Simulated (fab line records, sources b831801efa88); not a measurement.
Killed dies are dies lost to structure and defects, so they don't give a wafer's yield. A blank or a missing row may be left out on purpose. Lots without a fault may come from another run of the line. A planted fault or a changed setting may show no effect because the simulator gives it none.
Split-lot experiment | flow sfq_line | 5 lots, 27 wafers read, on a route of 325 steps

THE SPLIT
At SFQ_TRILAYER_M1_BARC_OPEN_METAL_ETCH_054 (etches BARC in O2, target depth 125 nm, time 41.7 s), the setting time_s was moved away from the recipe's 41.7 s on 6 of the 27 wafers read, by -27.3% to +18.6%. The other wafers ran this setting at the recipe's value.

The reading is taken at the split's own step.

THE READING
oes_product_au, in a.u., at SFQ_TRILAYER_M1_BARC_OPEN_METAL_ETCH_054 (etches BARC in O2, target depth 125 nm, time 41.7 s). Fault-free wafers of this fab line usually give 0.685 a.u., standard deviation 0.0041 a.u..

wafer  | tool, chamber at the split | time_s as run, s | against the recipe | oes_product_au, a.u. | against lot-mates on the recipe
L074.1 | rie_metal-02, 0            | 49.46            | +18.6%             | 0.662                | -0.018
L074.2 | rie_metal-02, 1            | 41.7             | recipe             | 0.682                | -
L074.3 | rie_metal-02, 0            | 41.7             | recipe             | 0.684                | -
L074.4 | rie_metal-02, 1            | 49.46            | +18.6%             | 0.674                | -0.006
L074.5 | rie_metal-02, 0            | 49.46            | +18.6%             | 0.665                | -0.015
L074.6 | rie_metal-02, 1            | 41.7             | recipe             | 0.675                | -
L075.1 | rie_metal-03, 1            | 30.3             | -27.3%             | 0.803                | +0.119
L075.2 | rie_metal-03, 0            | 30.3             | -27.3%             | 0.809                | +0.125
L075.3 | rie_metal-03, 1            | 30.3             | -27.3%             | 0.797                | +0.113
L075.4 | rie_metal-03, 0            | 41.7             | recipe             | 0.681                | -
L075.5 | rie_metal-03, 1            | 41.7             | recipe             | 0.687                | -
L075.6 | rie_metal-03, 0            | 41.7             | recipe             | 0.684                | -
L081.3 | rie_metal-02, 0            | 41.7             | recipe             | 0.685                | -
L081.4 | rie_metal-02, 1            | 41.7             | recipe             | 0.677                | -
L081.5 | rie_metal-02, 0            | 41.7             | recipe             | 0.687                | -
L083.1 | rie_metal-01, 1            | 41.7             | recipe             | 0.687                | -
L083.2 | rie_metal-01, 0            | 41.7             | recipe             | 0.680                | -
L083.3 | rie_metal-01, 0            | 41.7             | recipe             | 0.693                | -
L083.4 | rie_metal-01, 1            | 41.7             | recipe             | 0.684                | -
L083.5 | rie_metal-01, 0            | 41.7             | recipe             | 0.686                | -
L083.6 | rie_metal-01, 1            | 41.7             | recipe             | 0.687                | -
L084.1 | rie_metal-02, 0            | 41.7             | recipe             | 0.688                | -
L084.2 | rie_metal-02, 1            | 41.7             | recipe             | 0.683                | -
L084.3 | rie_metal-02, 0            | 41.7             | recipe             | 0.686                | -
L084.4 | rie_metal-02, 1            | 41.7             | recipe             | 0.686                | -
L084.5 | rie_metal-02, 0            | 41.7             | recipe             | 0.685                | -
L084.6 | rie_metal-02, 1            | 41.7             | recipe             | 0.686                | -

THE FIT
A straight line over all 27 wafers: oes_product_au changes by -0.0032 a.u. for each +1% of time_s; r = -0.91; the points scatter about the line by 0.017 a.u..
The same after taking each lot's own level away (the mean of its wafers on the recipe; 27 wafers): -0.00313 a.u. for each +1%; r = -0.90; scatter 0.018 a.u..
On that fit, the largest move of time_s shifts the reading by 0.086 a.u..
The lots' own levels span 0.6803 to 0.6862 a.u., that is 1.4 times the standard deviation above.
So the lot-to-lot level changes the slope little: the two slopes agree.
Check: with one of the wafers moved furthest among these (-27.3%) left out of the fit, the line predicts +0.0861 a.u. for it against its lot-mates. It came out at +0.119 a.u. against them.
Tool readings at the split's step, against how far the setting was moved: oes_product_au r = -0.91.

OTHER SPLITS ON THESE WAFERS
These wafers also went through other splits before the reading. Each is held against what the fit with the lots' levels taken away leaves over:
other split on the same wafers                | wafers away from the commonest value | r with oes_product_au (lot level and that fit taken away)
SFQ_TRILAYER_INCOMING_OXIDATION_002 ox_time_s | 21                                   | -0.51
SFQ_TRILAYER_L0_ETCH_METAL_ETCH_008 time_s    | 6                                    | -0.08
SFQ_TRILAYER_M0_ETCH_METAL_ETCH_024 time_s    | 6                                    | +0.30

THE WHOLE CHAIN: every reading that the file lists as answering this split, in the file's order
step                                     | what it does                                                        | reading                                                                                   | change (the file's fit)                   | r (the file's)
SFQ_TRILAYER_M1_BARC_OPEN_METAL_ETCH_054 | etches BARC in O2, target depth 125 nm, time 41.7 s                 | oes_product_au                                                                            | -0.00321 a.u. for each +1% of the setting | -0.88
SFQ_TRILAYER_M1_BARC_OPEN_METAL_ETCH_054 | etches BARC in O2, target depth 125 nm, time 41.7 s                 | KrF_of_TRILAYER_M1_LITHO_COAT_039.thk_nm (the simulator's own value, which no gauge read) | -0.535 nm for each +1% of the setting     | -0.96
SFQ_TRILAYER_M1_ETCH_METAL_ETCH_042      | etches Nb in Cl2/Ar, stops on SiO2, target depth 240 nm, time 120 s | KrF_of_TRILAYER_M1_LITHO_COAT_039.thk_nm (the simulator's own value, which no gauge read) | -0.53 nm for each +1% of the setting      | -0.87

THE FILE'S OWN FIT
oes_product_au changes by -0.00321 a.u. for each +1% of time_s, r = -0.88.
